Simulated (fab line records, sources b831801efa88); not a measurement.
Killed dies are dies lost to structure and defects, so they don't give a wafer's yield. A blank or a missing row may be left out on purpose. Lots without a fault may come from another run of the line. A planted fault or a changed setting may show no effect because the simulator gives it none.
Which tool did it? | flow sky130 | 24 lots, 72 wafers sampled, at 6 steps of a route of 708

WHAT THE GAUGES READ, wafer by wafer
SKY_VIA1_BOW_MEAS_03. Usual: VIA1_BOW 80 um, standard deviation 6.1.
lot  | measured     | on            | VIA1_BOW (um) | flag
L074 | day 32 11:56 | film_metro-04 | 84 77 83      |
L075 | day 33 00:23 | film_metro-04 | 69 90 80      |
L076 | day 33 05:49 | film_metro-04 | 85 80 78      |
L077 | day 33 12:20 | film_metro-03 | 81 76 81      |
L078 | day 33 18:58 | film_metro-04 | 85 76 75      |
L079 | day 35 14:43 | film_metro-03 | 70 86 88      |
L080 | day 35 16:01 | film_metro-03 | 88 77 78      |
L081 | day 35 17:19 | film_metro-02 | 80 88 94      |
L082 | day 35 19:48 | film_metro-02 | 92 80 93      |
L084 | day 35 22:31 | film_metro-02 | 74 90 86      |
L083 | day 36 02:43 | film_metro-03 | 70 85 78      |
L086 | day 36 14:39 | film_metro-02 | 78 88 85      |
L085 | day 36 21:44 | film_metro-04 | 82 76 79      |
L087 | day 36 23:52 | film_metro-03 | 76 75 80      |
L088 | day 37 16:28 | film_metro-03 | 76 74 79      |
L089 | day 38 14:20 | film_metro-02 | 79 77 85      |
L092 | day 39 02:36 | film_metro-02 | 84 80 76      |
L091 | day 39 03:25 | film_metro-04 | 70 83 73      |
L090 | day 39 03:45 | film_metro-03 | 83 73 87      |
L093 | day 39 15:09 | film_metro-03 | 78 73 77      |
L094 | day 39 18:52 | film_metro-04 | 77 78 64      |
L095 | day 40 03:11 | film_metro-03 | 80 80 79      |
L096 | day 40 03:30 | film_metro-04 | 81 71 81      |
L097 | day 40 22:47 | film_metro-03 | 86 74 80      |

SKY_CAP2M_THK_MEAS_04: measures by xrf. Usual: CAP2M_TIN_THK 193.3 nm, standard deviation 2.2.
lot  | measured     | on            | CAP2M_TIN_THK (nm) | flag
L074 | day 39 09:07 | film_metro-02 | 191.2 193.3 194.4  |
L075 | day 39 17:28 | film_metro-04 | 196.2 194.2 193.9  |
L076 | day 40 00:12 | film_metro-01 | 194.5 193.4 194.5  |
L077 | day 40 06:53 | film_metro-04 | 190.9 192.4 192.1  |
L078 | day 40 12:58 | film_metro-01 | 195.5 196.0 197.4  |
L079 | day 42 08:59 | film_metro-04 | 189.6 190.1 189.2  |
L080 | day 42 09:50 | film_metro-02 | 190.0 194.3 191.5  |
L081 | day 42 09:34 | film_metro-04 | 192.7 193.9 194.4  |
L082 | day 42 11:04 | film_metro-02 | 193.1 195.3 191.6  |
L084 | day 42 11:56 | film_metro-02 | 191.1 189.7 191.9  |
L083 | day 42 16:04 | film_metro-01 | 195.6 197.8 196.6  |
L086 | day 43 04:50 | film_metro-01 | 195.2 195.5 196.0  |
L085 | day 43 10:20 | film_metro-01 | 197.7 195.9 196.1  |
L087 | day 43 11:00 | film_metro-04 | 192.2 193.1 190.8  |
L088 | day 44 02:17 | film_metro-02 | 193.5 193.8 192.8  |
L089 | day 44 16:39 | film_metro-04 | 193.7 193.2 192.3  |
L092 | day 45 07:45 | film_metro-02 | 194.3 195.3 192.9  |
L091 | day 45 09:26 | film_metro-04 | 188.7 190.1 193.1  |
L090 | day 45 09:54 | film_metro-04 | 190.2 189.7 190.3  |
L093 | day 45 16:19 | film_metro-02 | 191.3 191.7 192.6  |
L094 | day 45 18:36 | film_metro-04 | 191.9 193.2 191.9  |
L095 | day 46 05:15 | film_metro-02 | 193.8 195.9 193.4  |
L096 | day 46 06:25 | film_metro-02 | 196.9 194.1 192.3  |
L097 | day 46 20:05 | film_metro-02 | 195.3 195.7 195.4  |

WHICH TOOL RAN EACH LOT (tool, then ch and the chambers of the sampled wafers, then the start)
lot  | SKY_METAL1_ETCH_18                | SKY_VIA2_CMP_24               | SKY_VIA3_CMP_02               | SKY_METAL4_SPUTTER_00
L074 | rie_metal-04 ch 0,1, day 32 10:39 | cmp-01 ch 1,2,3, day 35 23:56 | cmp-02 ch 0,1,2, day 38 05:40 | pvd_sputter-04, day 39 08:38
L075 | rie_metal-03 ch 0,1, day 32 23:07 | cmp-01 ch 0,1,2, day 36 10:02 | cmp-02 ch 0,2,3, day 38 14:38 | pvd_sputter-04, day 39 16:59
L076 | rie_metal-03 ch 0,1, day 33 04:30 | cmp-02 ch 0,1,2, day 36 16:14 | cmp-01 ch 2,3, day 38 21:43   | pvd_sputter-02, day 39 23:44
L077 | rie_metal-01 ch 0, day 33 10:56   | cmp-02 ch 2,3, day 36 23:14   | cmp-01 ch 0,1,2, day 39 04:37 | pvd_sputter-04, day 40 06:26
L078 | rie_metal-04 ch 0,1, day 33 17:43 | cmp-02 ch 0,2,3, day 37 06:15 | cmp-01 ch 0,2,3, day 39 10:30 | pvd_sputter-03, day 40 12:30
L079 | rie_metal-03 ch 0,1, day 35 13:27 | cmp-01 ch 0,1,2, day 39 00:52 | cmp-01 ch 1,2,3, day 41 04:09 | pvd_sputter-02, day 42 08:29
L080 | rie_metal-04 ch 0, day 35 14:38   | cmp-01 ch 0,1,3, day 39 01:26 | cmp-02 ch 0,1,2, day 41 05:30 | pvd_sputter-03, day 42 09:23
L081 | rie_metal-01 ch 0,1, day 35 16:05 | cmp-02 ch 0,1,2, day 39 01:57 | cmp-02 ch 0,2,3, day 41 05:12 | pvd_sputter-03, day 42 09:05
L082 | rie_metal-03 ch 0,1, day 35 18:30 | cmp-02 ch 0,2,3, day 39 04:46 | cmp-02 ch 1,2,3, day 41 07:10 | pvd_sputter-03, day 42 10:35
L084 | rie_metal-04 ch 0, day 35 21:08   | cmp-02 ch 0,1,2, day 39 06:32 | cmp-01 ch 1,2,3, day 41 09:43 | pvd_sputter-04, day 42 11:29
L083 | rie_metal-01 ch 0, day 36 01:20   | cmp-01 ch 2,3, day 39 11:37   | cmp-01 ch 1,2,3, day 41 15:19 | pvd_sputter-02, day 42 15:35
L086 | rie_metal-03 ch 0, day 36 13:17   | cmp-02 ch 1,2, day 39 23:23   | cmp-01 ch 0,2, day 42 06:05   | pvd_sputter-04, day 43 04:23
L085 | rie_metal-04 ch 0,1, day 36 20:19 | cmp-01 ch 0,1,3, day 40 05:56 | cmp-02 ch 2,3, day 42 09:59   | pvd_sputter-03, day 43 09:50
L087 | rie_metal-03 ch 0, day 36 22:30   | cmp-01 ch 1,2,3, day 40 06:34 | cmp-01 ch 0,1,3, day 42 10:38 | pvd_sputter-03, day 43 10:32
L088 | rie_metal-03 ch 0,1, day 37 15:15 | cmp-02 ch 1,3, day 41 00:14   | cmp-01 ch 1,3, day 43 01:40   | pvd_sputter-04, day 44 01:47
L089 | rie_metal-04 ch 0,1, day 38 13:01 | cmp-01 ch 0,1,3, day 41 18:54 | cmp-02 ch 0,1,2, day 43 16:11 | pvd_sputter-04, day 44 16:11
L092 | rie_metal-01 ch 0,1, day 39 01:20 | cmp-01 ch 0,2,3, day 42 09:29 | cmp-02 ch 1,2,3, day 44 08:09 | pvd_sputter-04, day 45 07:16
L091 | rie_metal-04 ch 0,1, day 39 02:11 | cmp-01 ch 0,1,3, day 42 09:59 | cmp-01 ch 0,1,2, day 44 09:24 | pvd_sputter-03, day 45 08:56
L090 | rie_metal-01 ch 0,1, day 39 02:30 | cmp-02 ch 2,3, day 42 10:38   | cmp-02 ch 1,2,3, day 44 09:47 | pvd_sputter-03, day 45 09:26
L093 | rie_metal-01 ch 0,1, day 39 13:54 | cmp-01 ch 0,1,3, day 42 16:23 | cmp-01 ch 0,1,2, day 44 15:56 | pvd_sputter-03, day 45 15:50
L094 | rie_metal-04 ch 0,1, day 39 17:39 | cmp-02 ch 0,3, day 42 20:47   | cmp-02 ch 0,1,2, day 44 19:08 | pvd_sputter-03, day 45 18:08
L095 | rie_metal-04 ch 0,1, day 40 01:58 | cmp-01 ch 0,1,2, day 43 07:38 | cmp-02 ch 0,1,2, day 45 06:19 | pvd_sputter-04, day 46 04:45
L096 | rie_metal-03 ch 0,1, day 40 02:17 | cmp-01 ch 0,1,2, day 43 08:00 | cmp-02 ch 0,2,3, day 45 07:19 | pvd_sputter-03, day 46 05:57
L097 | rie_metal-03 ch 0,1, day 40 21:29 | cmp-02 ch 1,2,3, day 44 00:59 | cmp-01 ch 0,2,3, day 45 21:54 | pvd_sputter-04, day 46 19:37
- SKY_METAL1_ETCH_18: etches BARC in N2/H2, stops on SiO2, time 45.9 s, target depth 60 nm.
- SKY_VIA2_CMP_24: polishes, stops on SiO2, t overpolish 20 s, target thk 0 nm.
- SKY_VIA3_CMP_02: polishes SiO2.
- SKY_METAL4_SPUTTER_00: material Ti, target thk 15 nm, time 10 s.

WHAT THE TOOLS THEMSELVES READ (means of the sampled wafers that have a number; where no wafer has one, the mark that the record gives instead)
SKY_METAL1_ETCH_18. Usual: drypump_motor_current_A 5.7 A, standard deviation 0.34; oes_product_au 0.854 a.u., standard deviation 0.005; throttle_valve_pct 13.225 %, standard deviation 0.0092.
lot  | tool         | drypump_motor_current_A (A) | oes_product_au (a.u.) | throttle_valve_pct (%) | flag
L074 | rie_metal-04 | 5.9                         | 0.855                 | 13.223                 |
L075 | rie_metal-03 | 6.0                         | 0.857                 | 13.225                 |
L076 | rie_metal-03 | 6.0                         | 0.855                 | 13.216                 |
L077 | rie_metal-01 | 5.3                         | 0.859                 | 13.232                 |
L078 | rie_metal-04 | 5.8                         | 0.855                 | 13.223                 |
L079 | rie_metal-03 | 5.7                         | 0.852                 | 13.225                 |
L080 | rie_metal-04 | 5.7                         | 0.853                 | 13.225                 |
L081 | rie_metal-01 | 5.4                         | 0.856                 | 13.222                 |
L082 | rie_metal-03 | 6.0                         | 0.854                 | 13.227                 |
L084 | rie_metal-04 | 5.7                         | 0.850                 | 13.229                 |
L083 | rie_metal-01 | 5.3                         | 0.853                 | 13.228                 |
L086 | rie_metal-03 | 5.4                         | 0.854                 | 13.224                 |
L085 | rie_metal-04 | 5.9                         | 0.853                 | 13.228                 |
L087 | rie_metal-03 | 5.4                         | 0.852                 | 13.218                 |
L088 | rie_metal-03 | 6.0                         | 0.862                 | 13.229                 |
L089 | rie_metal-04 | 5.8                         | 0.854                 | 13.213                 |
L092 | rie_metal-01 | 5.6                         | 0.856                 | 13.217                 |
L091 | rie_metal-04 | 5.9                         | 0.854                 | 13.229                 |
L090 | rie_metal-01 | 5.4                         | 0.856                 | 13.228                 |
L093 | rie_metal-01 | 5.6                         | 0.855                 | 13.224                 |
L094 | rie_metal-04 | 5.8                         | 0.851                 | 13.235                 |
L095 | rie_metal-04 | 5.9                         | 0.856                 | 13.225                 |
L096 | rie_metal-03 | 5.7                         | 0.854                 | 13.232                 |
L097 | rie_metal-03 | 6.0                         | 0.856                 | 13.219                 |

SKY_VIA2_CMP_24. Usual: motor_current_A 10.8 A, standard deviation 0.84; overpolish_run_s 19.999 s, standard deviation 0.0085; time_to_endpoint_s 101.7 s, standard deviation 2.9.
lot  | tool   | motor_current_A (A) | overpolish_run_s (s) | time_to_endpoint_s (s) | flag
L074 | cmp-01 | 10.9                | 19.993               | 103.1                  |
L075 | cmp-01 | 11.4                | 19.992               | 101.6                  |
L076 | cmp-02 | 10.5                | 19.998               | 99.5                   |
L077 | cmp-02 | 10.8                | 19.992               | 100.9                  |
L078 | cmp-02 | 10.6                | 19.998               | 101.4                  |
L079 | cmp-01 | 11.3                | 19.997               | 103.0                  |
L080 | cmp-01 | 10.8                | 19.993               | 98.6                   |
L081 | cmp-02 | 10.7                | 19.991               | 100.6                  |
L082 | cmp-02 | 10.3                | 20.005               | 104.7                  |
L084 | cmp-02 | 10.4                | 19.997               | 104.8                  |
L083 | cmp-01 | 11.8                | 19.995               | 100.7                  |
L086 | cmp-02 | 10.4                | 20.005               | 104.5                  |
L085 | cmp-01 | 10.6                | 20.000               | 102.4                  |
L087 | cmp-01 | 10.7                | 20.011               | 103.0                  |
L088 | cmp-02 | 10.2                | 19.996               | 99.8                   |
L089 | cmp-01 | 10.6                | 20.000               | 100.3                  |
L092 | cmp-01 | 11.4                | 20.002               | 104.2                  |
L091 | cmp-01 | 10.9                | 20.002               | 106.0                  |
L090 | cmp-02 | 10.4                | 20.004               | 100.7                  |
L093 | cmp-01 | 10.6                | 19.997               | 98.1                   |
L094 | cmp-02 | 10.6                | 19.994               | 98.6                   |
L095 | cmp-01 | 11.4                | 20.000               | 101.8                  |
L096 | cmp-01 | 11.5                | 19.994               | 101.3                  |
L097 | cmp-02 | 10.5                | 20.003               | 100.0                  |

SKY_VIA3_CMP_02. Usual: motor_current_A 11.8 A, standard deviation 0.97.
lot  | tool   | motor_current_A (A) | flag
L074 | cmp-02 | 11.3                |
L075 | cmp-02 | 11.8                |
L076 | cmp-01 | 12.2                |
L077 | cmp-01 | 12.3                |
L078 | cmp-01 | 12.2                |
L079 | cmp-01 | 11.7                |
L080 | cmp-02 | 11.5                |
L081 | cmp-02 | 11.5                |
L082 | cmp-02 | 11.3                |
L084 | cmp-01 | 12.0                |
L083 | cmp-01 | 12.1                |
L086 | cmp-01 | 13.1                |
L085 | cmp-02 | 12.0                |
L087 | cmp-01 | 11.8                |
L088 | cmp-01 | 10.9                |
L089 | cmp-02 | 11.2                |
L092 | cmp-02 | 11.3                |
L091 | cmp-01 | 12.0                |
L090 | cmp-02 | 11.8                |
L093 | cmp-01 | 12.2                |
L094 | cmp-02 | 11.5                |
L095 | cmp-02 | 11.3                |
L096 | cmp-02 | 12.0                |
L097 | cmp-01 | 12.6                |

SKY_METAL4_SPUTTER_00. Usual: throttle_valve_pct 29.6 %, standard deviation 1.5.
lot  | tool           | throttle_valve_pct (%) | flag
L074 | pvd_sputter-04 | 30.3                   |
L075 | pvd_sputter-04 | 29.4                   |
L076 | pvd_sputter-02 | 29.5                   |
L077 | pvd_sputter-04 | 28.4                   |
L078 | pvd_sputter-03 | 29.7                   |
L079 | pvd_sputter-02 | 29.6                   |
L080 | pvd_sputter-03 | 30.6                   |
L081 | pvd_sputter-03 | 30.4                   |
L082 | pvd_sputter-03 | 29.6                   |
L084 | pvd_sputter-04 | 29.0                   |
L083 | pvd_sputter-02 | 29.7                   |
L086 | pvd_sputter-04 | 30.6                   |
L085 | pvd_sputter-03 | 30.6                   |
L087 | pvd_sputter-03 | 31.4                   |
L088 | pvd_sputter-04 | 30.1                   |
L089 | pvd_sputter-04 | 30.4                   |
L092 | pvd_sputter-04 | 29.3                   |
L091 | pvd_sputter-03 | 30.5                   |
L090 | pvd_sputter-03 | 29.5                   |
L093 | pvd_sputter-03 | 30.1                   |
L094 | pvd_sputter-03 | 30.6                   |
L095 | pvd_sputter-04 | 29.4                   |
L096 | pvd_sputter-03 | 29.5                   |
L097 | pvd_sputter-04 | 30.3                   |

THE ANSWER, worked out from the rows above alone
Rule: a lot is off if the mean of its wafers that have a number lies more than 3 standard deviations from the usual mean. A lot without any number at a reading at which 4 lots or more have one is off too. The other lots that the step has rows for count as sound. The gauges are gone through in route order, then the tools' own readings, and for those a lot's mean is taken as printed above. The first step at which some lot is off is used, and at that step the reading that is off furthest; a lot without a number counts as furthest.
No lot is off at any reading shown: from this, nothing can be told.

WHAT THE SIMULATOR HAD PUT IN
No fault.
